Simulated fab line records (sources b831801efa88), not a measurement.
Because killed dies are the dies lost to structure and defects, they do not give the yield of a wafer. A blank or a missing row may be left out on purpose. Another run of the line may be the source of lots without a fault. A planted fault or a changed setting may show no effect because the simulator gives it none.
Chamber matching	flow sky130	SKY_VIA1_CMP_02 on cmp-02 has 4 sister chambers
The step polishes SiO2. 4 wafers are shown with their chamber, then 10 later ones without.

## EACH WAFER AND ITS CHAMBER
wafer	chamber	motor current A (A)
L081.4	0	10.5
L081.6	2	10.4
L082.1	3	12.0
L082.2	1	11.4

## WAFERS WHOSE CHAMBER IS MISSING
wafer	motor current A (A)
L082.6	10.5
L084.2	10.8
L084.3	11.5
L084.4	11.6
L092.1	10.7
L092.2	11.2
L092.6	11.6
L097.1	12.0
L097.2	11.1
L097.4	10.2

## EACH ONE'S CHAMBER
wafer	from the rows above	in truth
L082.6	can't be placed: 0 or 2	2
L084.2	can't be placed: 0 or 2 or 1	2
L084.3	1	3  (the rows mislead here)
L084.4	can't be placed: 1 or 3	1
L092.1	can't be placed: 0 or 2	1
L092.2	1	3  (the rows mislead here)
L092.6	can't be placed: 1 or 3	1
L097.1	3	3
L097.2	can't be placed: 1 or 0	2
L097.4	can't be placed: 2 or 0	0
Correct placement for 1 of the 10. These rows do not allow placing 7 (true chamber among the candidates in 5). Number placed wrongly: 2.
How it was worked out, from the rows above alone: a wafer's distance from a chamber is the root of the sum, over the readings, of the square of ((its reading less the chamber's mean) divided by the reading's scatter). The wafer belongs to the nearest chamber; if the next one is less than 2 further off, it can't be placed. Each chamber's mean is taken over the wafers shown for it. The scatter: root of mean squared gap, hidden wafer to nearest shown wafer, with one shown wafer a chamber.
